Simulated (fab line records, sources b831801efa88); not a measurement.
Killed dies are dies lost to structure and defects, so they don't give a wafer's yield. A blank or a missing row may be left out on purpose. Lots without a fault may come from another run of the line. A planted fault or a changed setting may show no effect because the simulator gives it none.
Which tool did it? | flow gf180mcu | 24 lots, 72 wafers sampled, at 6 steps of a route of 602

WHAT THE GAUGES READ, wafer by wafer
GF_M4_OVL_MEAS_15. Usual: M4_OVL 3 nm, standard deviation 5.1.
lot  | measured     | on         | M4_OVL (nm) | flag
L074 | day 23 13:29 | overlay-02 | -4 2 3      |
L075 | day 23 18:53 | overlay-02 | -1 -4 4     |
L076 | day 24 07:08 | overlay-01 | 2 9 1       |
L077 | day 24 15:17 | overlay-02 | 5 6 2       |
L078 | day 24 22:14 | overlay-02 | 1 6 9       |
L079 | day 25 06:38 | overlay-02 | 1 7 9       |
L080 | day 25 21:11 | overlay-02 | 5 5 3       |
L081 | day 26 08:35 | overlay-02 | 10 6 1      |
L082 | day 26 11:20 | overlay-01 | 9 2 8       |
L083 | day 26 17:23 | overlay-02 | 1 7 -8      |
L084 | day 27 01:05 | overlay-02 | 1 1 3       |
L085 | day 27 04:38 | overlay-02 | 13 8 8      |
L086 | day 27 12:35 | overlay-02 | 12 8 8      |
L087 | day 27 22:59 | overlay-02 | 12 8 8      |
L088 | day 28 08:47 | overlay-01 | 3 2 -1      |
L089 | day 28 12:54 | overlay-02 | -2 -4 -2    |
L090 | day 28 17:03 | overlay-02 | 8 5 9       |
L091 | day 29 02:59 | overlay-01 | 0 6 6       |
L092 | day 29 05:06 | overlay-02 | -4 2 3      |
L093 | day 29 14:17 | overlay-01 | 6 9 5       |
L094 | day 30 02:20 | overlay-02 | 9 15 10     |
L095 | day 30 04:11 | overlay-02 | 0 6 2       |
L096 | day 30 11:15 | overlay-02 | -5 -9 -4    |
L097 | day 30 16:09 | overlay-02 | 0 1 -4      |

GF_V4_THK_MEAS_01. Usual: V4_CVD_00_THK 601 nm, standard deviation 7.6.
lot  | measured     | on            | V4_CVD_00_THK (nm) | flag
L074 | day 23 14:23 | film_metro-01 | 612 598 604        |
L075 | day 23 19:40 | film_metro-03 | 604 602 611        |
L076 | day 24 08:02 | film_metro-03 | 610 610 606        |
L077 | day 24 16:05 | film_metro-03 | 603 605 604        |
L078 | day 24 23:09 | film_metro-04 | 604 616 611        |
L079 | day 25 07:27 | film_metro-01 | 608 599 606        |
L080 | day 25 22:06 | film_metro-03 | 583 587 585        |
L081 | day 26 09:31 | film_metro-03 | 622 607 609        |
L082 | day 26 12:07 | film_metro-01 | 605 603 597        |
L083 | day 26 18:10 | film_metro-01 | 594 603 602        |
L084 | day 27 02:03 | film_metro-01 | 596 595 594        |
L085 | day 27 05:25 | film_metro-04 | 600 597 606        |
L086 | day 27 13:22 | film_metro-03 | 605 592 609        |
L087 | day 27 23:46 | film_metro-04 | 597 592 585        |
L088 | day 28 09:34 | film_metro-03 | 610 604 600        |
L089 | day 28 13:41 | film_metro-03 | 593 602 596        |
L090 | day 28 17:50 | film_metro-03 | 600 609 606        |
L091 | day 29 03:46 | film_metro-04 | 592 593 593        |
L092 | day 29 05:52 | film_metro-04 | 601 596 602        |
L093 | day 29 15:05 | film_metro-03 | 603 601 601        |
L094 | day 30 03:09 | film_metro-03 | 600 592 594        |
L095 | day 30 05:01 | film_metro-03 | 597 599 590        |
L096 | day 30 12:04 | film_metro-04 | 603 608 598        |
L097 | day 30 16:57 | film_metro-01 | 587 596 586        |

GF_V5_RS_MEAS_24: measures by four-point-probe. Usual: V5_W_RS 0.327 ohm/sq, standard deviation 0.0036.
lot  | measured     | on            | V5_W_RS (ohm/sq)  | flag
L074 | day 27 09:16 | film_metro-02 | 0.331 0.327 0.329 |
L075 | day 27 14:15 | film_metro-01 | 0.330 0.323 0.329 |
L076 | day 28 01:49 | film_metro-02 | 0.329 0.331 0.333 |
L077 | day 28 08:10 | film_metro-02 | 0.324 0.327 0.327 |
L078 | day 28 16:35 | film_metro-04 | 0.324 0.322 0.326 |
L079 | day 28 21:05 | film_metro-02 | 0.329 0.324 0.327 |
L080 | day 29 12:22 | film_metro-02 | 0.332 0.329 0.336 |
L081 | day 29 22:07 | film_metro-01 | 0.328 0.332 0.329 |
L082 | day 30 00:05 | film_metro-01 | 0.329 0.331 0.325 |
L083 | day 30 06:01 | film_metro-01 | 0.324 0.323 0.322 |
L084 | day 30 15:57 | film_metro-01 | 0.328 0.332 0.325 |
L085 | day 30 16:44 | film_metro-02 | 0.326 0.324 0.322 |
L086 | day 30 21:20 | film_metro-01 | 0.328 0.326 0.325 |
L087 | day 31 08:52 | film_metro-02 | 0.325 0.326 0.325 |
L088 | day 31 17:05 | film_metro-01 | 0.331 0.335 0.326 |
L089 | day 31 20:47 | film_metro-01 | 0.325 0.329 0.322 |
L090 | day 31 23:49 | film_metro-02 | 0.332 0.327 0.328 |
L091 | day 32 09:52 | film_metro-02 | 0.327 0.326 0.327 |
L092 | day 32 10:38 | film_metro-04 | 0.324 0.333 0.328 |
L093 | day 32 19:01 | film_metro-01 | 0.328 0.331 0.326 |
L094 | day 33 05:20 | film_metro-04 | 0.326 0.332 0.329 |
L095 | day 33 06:26 | film_metro-02 | 0.326 0.329 0.330 |
L096 | day 33 14:16 | film_metro-01 | 0.323 0.321 0.325 |
L097 | day 33 17:38 | film_metro-02 | 0.328 0.331 0.325 |

WHICH TOOL RAN EACH LOT (tool, then ch and the chambers of the sampled wafers, then the start)
lot  | GF_V3_SPUTTER_22             | GF_MIM_CVD_05                   | GF_M5_STRIP_11
L074 | pvd_sputter-01, day 22 14:09 | pecvd-03 ch 0,1,2, day 24 14:45 | plasma_asher-02 ch 0,1, day 26 10:09
L075 | pvd_sputter-04, day 22 19:55 | pecvd-04 ch 0,1, day 24 20:34   | plasma_asher-04 ch 0, day 26 16:02
L076 | pvd_sputter-01, day 23 07:44 | pecvd-04 ch 0,1,2, day 25 08:22 | plasma_asher-02 ch 0,1, day 27 03:19
L077 | pvd_sputter-02, day 23 16:03 | pecvd-02 ch 0,2, day 25 16:00   | plasma_asher-02 ch 0,1, day 27 10:30
L078 | pvd_sputter-01, day 23 23:19 | pecvd-02 ch 0,1,2, day 25 23:25 | plasma_asher-01 ch 0,1, day 27 18:22
L079 | pvd_sputter-04, day 24 07:32 | pecvd-04 ch 0,2, day 26 06:30   | plasma_asher-01 ch 0,1, day 27 23:31
L080 | pvd_sputter-01, day 24 22:40 | pecvd-04 ch 0,1,2, day 26 21:55 | plasma_asher-02 ch 0,1, day 28 14:58
L081 | pvd_sputter-02, day 25 11:05 | pecvd-04 ch 0,1, day 27 08:45   | plasma_asher-01 ch 0,1, day 29 01:09
L082 | pvd_sputter-04, day 25 13:54 | pecvd-03 ch 0,1, day 27 10:57   | plasma_asher-02 ch 0,1, day 29 02:49
L083 | pvd_sputter-04, day 25 19:23 | pecvd-03 ch 0,2, day 27 16:47   | plasma_asher-01 ch 0,1, day 29 09:04
L084 | pvd_sputter-04, day 26 02:44 | pecvd-02 ch 0,1,2, day 28 03:14 | plasma_asher-04 ch 0,1, day 29 18:49
L085 | pvd_sputter-02, day 26 07:02 | pecvd-03 ch 0,1,2, day 28 04:03 | plasma_asher-04 ch 0,1, day 29 19:53
L086 | pvd_sputter-02, day 26 15:29 | pecvd-04 ch 0,1, day 28 11:04   | plasma_asher-01 ch 0,1, day 30 01:16
L087 | pvd_sputter-02, day 27 02:31 | pecvd-03 ch 0,1,2, day 28 22:02 | plasma_asher-04 ch 0,1, day 30 12:18
L088 | pvd_sputter-04, day 27 12:06 | pecvd-04 ch 0,1,2, day 29 07:40 | plasma_asher-02 ch 0, day 30 20:58
L089 | pvd_sputter-01, day 27 16:11 | pecvd-03 ch 0,1,2, day 29 11:43 | plasma_asher-02 ch 0,1, day 31 01:13
L090 | pvd_sputter-04, day 27 20:41 | pecvd-04 ch 1,2, day 29 15:15   | plasma_asher-02 ch 0,1, day 31 04:09
L091 | pvd_sputter-01, day 28 07:02 | pecvd-02 ch 0,1, day 30 01:02   | plasma_asher-02 ch 0,1, day 31 15:01
L092 | pvd_sputter-02, day 28 08:27 | pecvd-02 ch 1,2, day 30 03:18   | plasma_asher-02 ch 0,1, day 31 15:58
L093 | pvd_sputter-02, day 28 18:03 | pecvd-03 ch 0,2, day 30 11:49   | plasma_asher-02 ch 0,1, day 32 00:07
L094 | pvd_sputter-02, day 29 06:49 | pecvd-03 ch 0,2, day 30 23:22   | plasma_asher-02 ch 0,1, day 32 11:00
L095 | pvd_sputter-01, day 29 07:37 | pecvd-03 ch 0,1, day 31 01:31   | plasma_asher-04 ch 0,1, day 32 12:22
L096 | pvd_sputter-01, day 29 15:58 | pecvd-03 ch 0,1,2, day 31 08:14 | plasma_asher-02 ch 0,1, day 32 19:35
L097 | pvd_sputter-02, day 29 21:23 | pecvd-04 ch 0,1, day 31 13:16   | plasma_asher-04 ch 0,1, day 32 23:45
- GF_V3_SPUTTER_22: material TiN, target thk 10 nm, time 40 s.
- GF_MIM_CVD_05: deposits Si3N4, target thk 42 nm, time 29.086 s.
- GF_M5_STRIP_11: strips in O2/N2.

WHAT THE TOOLS THEMSELVES READ (means of the sampled wafers that have a number; where no wafer has one, the mark that the record gives instead)
GF_V3_SPUTTER_22. Usual: throttle_valve_pct 29.9 %, standard deviation 0.79.
lot  | tool           | throttle_valve_pct (%) | flag
L074 | pvd_sputter-01 | 29.9                   |
L075 | pvd_sputter-04 | 30.4                   |
L076 | pvd_sputter-01 | 30.0                   |
L077 | pvd_sputter-02 | 29.9                   |
L078 | pvd_sputter-01 | 30.6                   |
L079 | pvd_sputter-04 | 30.5                   |
L080 | pvd_sputter-01 | 29.5                   |
L081 | pvd_sputter-02 | 29.6                   |
L082 | pvd_sputter-04 | 30.0                   |
L083 | pvd_sputter-04 | 30.0                   |
L084 | pvd_sputter-04 | 30.1                   |
L085 | pvd_sputter-02 | 30.2                   |
L086 | pvd_sputter-02 | 29.5                   |
L087 | pvd_sputter-02 | 30.0                   |
L088 | pvd_sputter-04 | 30.1                   |
L089 | pvd_sputter-01 | 29.9                   |
L090 | pvd_sputter-04 | 29.9                   |
L091 | pvd_sputter-01 | 29.5                   |
L092 | pvd_sputter-02 | 29.8                   |
L093 | pvd_sputter-02 | 29.7                   |
L094 | pvd_sputter-02 | 29.8                   |
L095 | pvd_sputter-01 | 29.2                   |
L096 | pvd_sputter-01 | 29.0                   |
L097 | pvd_sputter-02 | 30.3                   |

GF_MIM_CVD_05. Usual: heater_power_w 595 W, standard deviation 63.
lot  | tool     | heater_power_w (W) | flag
L074 | pecvd-03 | 610                |
L075 | pecvd-04 | 601                |
L076 | pecvd-04 | 548                |
L077 | pecvd-02 | 652                |
L078 | pecvd-02 | 579                |
L079 | pecvd-04 | 569                |
L080 | pecvd-04 | 590                |
L081 | pecvd-04 | 604                |
L082 | pecvd-03 | 569                |
L083 | pecvd-03 | 650                |
L084 | pecvd-02 | 637                |
L085 | pecvd-03 | 609                |
L086 | pecvd-04 | 585                |
L087 | pecvd-03 | 588                |
L088 | pecvd-04 | 588                |
L089 | pecvd-03 | 575                |
L090 | pecvd-04 | 546                |
L091 | pecvd-02 | 615                |
L092 | pecvd-02 | 675                |
L093 | pecvd-03 | 617                |
L094 | pecvd-03 | 673                |
L095 | pecvd-03 | 523                |
L096 | pecvd-03 | 625                |
L097 | pecvd-04 | 613                |

GF_M5_STRIP_11. Usual: drypump_motor_current_A 5.6 A, standard deviation 0.57; heater_power_w 340 W, standard deviation 17; oes_product_au 0.524 a.u., standard deviation 0.0058; strip_time_to_endpoint_s 7.07 s, standard deviation 0.094.
lot  | tool            | drypump_motor_current_A (A) | heater_power_w (W) | oes_product_au (a.u.) | strip_time_to_endpoint_s (s) | flag
L074 | plasma_asher-02 | 5.3                         | 338                | 0.527                 | 7.19                         |
L075 | plasma_asher-04 | 5.0                         | 350                | 0.522                 | 7.05                         |
L076 | plasma_asher-02 | 5.3                         | 337                | 0.532                 | 7.24                         |
L077 | plasma_asher-02 | 5.3                         | 341                | 0.527                 | 7.07                         |
L078 | plasma_asher-01 | 5.7                         | 363                | 0.525                 | 7.18                         |
L079 | plasma_asher-01 | 6.1                         | 362                | 0.530                 | 7.19                         |
L080 | plasma_asher-02 | 5.4                         | 336                | 0.527                 | 7.06                         |
L081 | plasma_asher-01 | 6.1                         | 363                | 0.527                 | 7.16                         |
L082 | plasma_asher-02 | 5.3                         | 336                | 0.521                 | 6.93                         |
L083 | plasma_asher-01 | 5.7                         | 357                | 0.521                 | 6.96                         |
L084 | plasma_asher-04 | 5.5                         | 341                | 0.522                 | 7.02                         |
L085 | plasma_asher-04 | 5.5                         | 334                | 0.524                 | 7.08                         |
L086 | plasma_asher-01 | 6.1                         | 367                | 0.527                 | 7.05                         |
L087 | plasma_asher-04 | 6.0                         | 324                | 0.527                 | 7.13                         |
L088 | plasma_asher-02 | 5.4                         | 330                | 0.520                 | 7.01                         |
L089 | plasma_asher-02 | 5.4                         | 334                | 0.525                 | 7.16                         |
L090 | plasma_asher-02 | 5.4                         | 335                | 0.527                 | 7.14                         |
L091 | plasma_asher-02 | 5.3                         | 339                | 0.525                 | 6.99                         |
L092 | plasma_asher-02 | 5.3                         | 344                | 0.524                 | 7.06                         |
L093 | plasma_asher-02 | 5.4                         | 328                | 0.521                 | 7.01                         |
L094 | plasma_asher-02 | 5.4                         | 334                | 0.521                 | 7.04                         |
L095 | plasma_asher-04 | 6.0                         | 324                | 0.523                 | 7.04                         |
L096 | plasma_asher-02 | 5.4                         | 341                | 0.524                 | 7.05                         |
L097 | plasma_asher-04 | 5.5                         | 334                | 0.516                 | 6.88                         |

THE ANSWER, worked out from the rows above alone
Rule: a lot is off if the mean of its wafers that have a number lies more than 3 standard deviations from the usual mean. A lot without any number at a reading at which 4 lots or more have one is off too. The other lots that the step has rows for count as sound. The gauges are gone through in route order, then the tools' own readings, and for those a lot's mean is taken as printed above. The first step at which some lot is off is used, and at that step the reading that is off furthest; a lot without a number counts as furthest.
No lot is off at any reading shown: from this, nothing can be told.

WHAT THE SIMULATOR HAD PUT IN
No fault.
